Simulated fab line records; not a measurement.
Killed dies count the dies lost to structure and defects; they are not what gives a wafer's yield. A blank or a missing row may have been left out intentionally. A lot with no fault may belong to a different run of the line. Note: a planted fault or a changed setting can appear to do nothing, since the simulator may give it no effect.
Which of the tools did it? + flow sky130 + Sampling: 14 lots, 42 wafers, 2 of 708 route steps

## WHAT THE GAUGES READ, wafer by wafer
SKY_GATE_OXIDE_OVL_MEAS_10.
| lot  | measured     | on         | GATE_OXIDE_OVL (nm) |
|------|--------------|------------|---------------------|
| L698 | day 14 03:19 | overlay-02 | 1.6 1.1 1.1         |
| L699 | day 14 17:05 | overlay-02 | 1.3 0.3 0.5         |
| L700 | day 15 00:17 | overlay-01 | 0.9 -0.6 0.8        |
| L702 | day 15 14:08 | overlay-01 | -1.6 -1.4 -1.8      |
| L710 | day 18 13:56 | overlay-01 | -1.4 -0.5 -3.2      |
| L709 | day 18 19:07 | overlay-02 | 1.4 0.3 0.8         |
| L712 | day 19 09:02 | overlay-01 | 1.1 2.5 1.4         |
| L715 | day 20 00:02 | overlay-02 | 1.4 1.9 0.7         |
| L714 | day 20 00:10 | overlay-01 | -2.0 -3.6 -1.3      |
| L716 | day 20 10:19 | overlay-02 | -1.2 -0.3 0.4       |
| L717 | day 20 20:20 | overlay-01 | 0.2 -0.5 1.1        |
| L718 | day 21 05:38 | overlay-01 | -2.6 -1.7 -1.3      |
| L719 | day 21 13:05 | overlay-02 | 2.0 1.9 1.9         |
| L720 | day 22 21:32 | overlay-02 | -0.8 -2.0 0.2       |

SKY_POLY_CUT_OVL_MEAS_09.
| lot  | measured     | on         | POLY_CUT_OVL (nm) |
|------|--------------|------------|-------------------|
| L698 | day 24 14:56 | overlay-02 | -3 1 1            |
| L699 | day 25 03:31 | overlay-02 | -10 -11 -8        |
| L700 | day 25 17:59 | overlay-02 | -13 -6 -10        |
| L702 | day 26 04:29 | overlay-01 | -4 -12 -15        |
| L710 | day 29 05:42 | overlay-02 | -15 -19 -24       |
| L709 | day 29 06:26 | overlay-02 | 1 -5 -1           |
| L712 | day 29 17:07 | overlay-01 | -1 1 -3           |
| L715 | day 30 09:35 | overlay-01 | 1 -3 3            |
| L714 | day 30 11:38 | overlay-01 | -19 -16 -21       |
| L716 | day 30 17:53 | overlay-01 | -11 -4 -4         |
| L717 | day 31 02:38 | overlay-01 | -17 -23 -21       |
| L718 | day 31 11:53 | overlay-01 | -9 -6 -7          |
| L719 | day 31 19:52 | overlay-02 | -8 -8 -8          |
| L720 | day 32 18:44 | overlay-02 | -10 -10 -9        |

## TOOL THAT RAN EACH LOT (tool first, then ch and the chambers of the sampled wafers, then the start)
The record shows no process step preceding these readings.

## WHAT THE TOOLS THEMSELVES READ (means of the sampled wafers that have a number; where no wafer has one, the mark that the record gives instead)
The record holds no such reading with a usual standard deviation.

## THE ANSWER, worked out from the rows above alone
Rule: usual is defined by the lots themselves. The widest of any qualifying gaps counts: lots, ordered by their means at a reading, are off when they make up no more than a third of the lots, leave a main group of 4 or more, and stand apart from it by 3 or more times the standard deviation of that group's means. The tables above print the reading to a certain number of digits; a main group whose means all agree to those digits is not used. A lot without any number at a reading at which 4 lots or more have one is off too. The other lots that the step has rows for count as sound. Order of review: gauges by route order, followed by the tools' own readings, for which a lot's mean as printed above is used. At the first step where some lot is off, the reading lying furthest off is the one used; lots without a number count as furthest.
None of the lots is off at any reading shown; this tells nothing.

## WHAT THE SIMULATOR HAD INSERTED
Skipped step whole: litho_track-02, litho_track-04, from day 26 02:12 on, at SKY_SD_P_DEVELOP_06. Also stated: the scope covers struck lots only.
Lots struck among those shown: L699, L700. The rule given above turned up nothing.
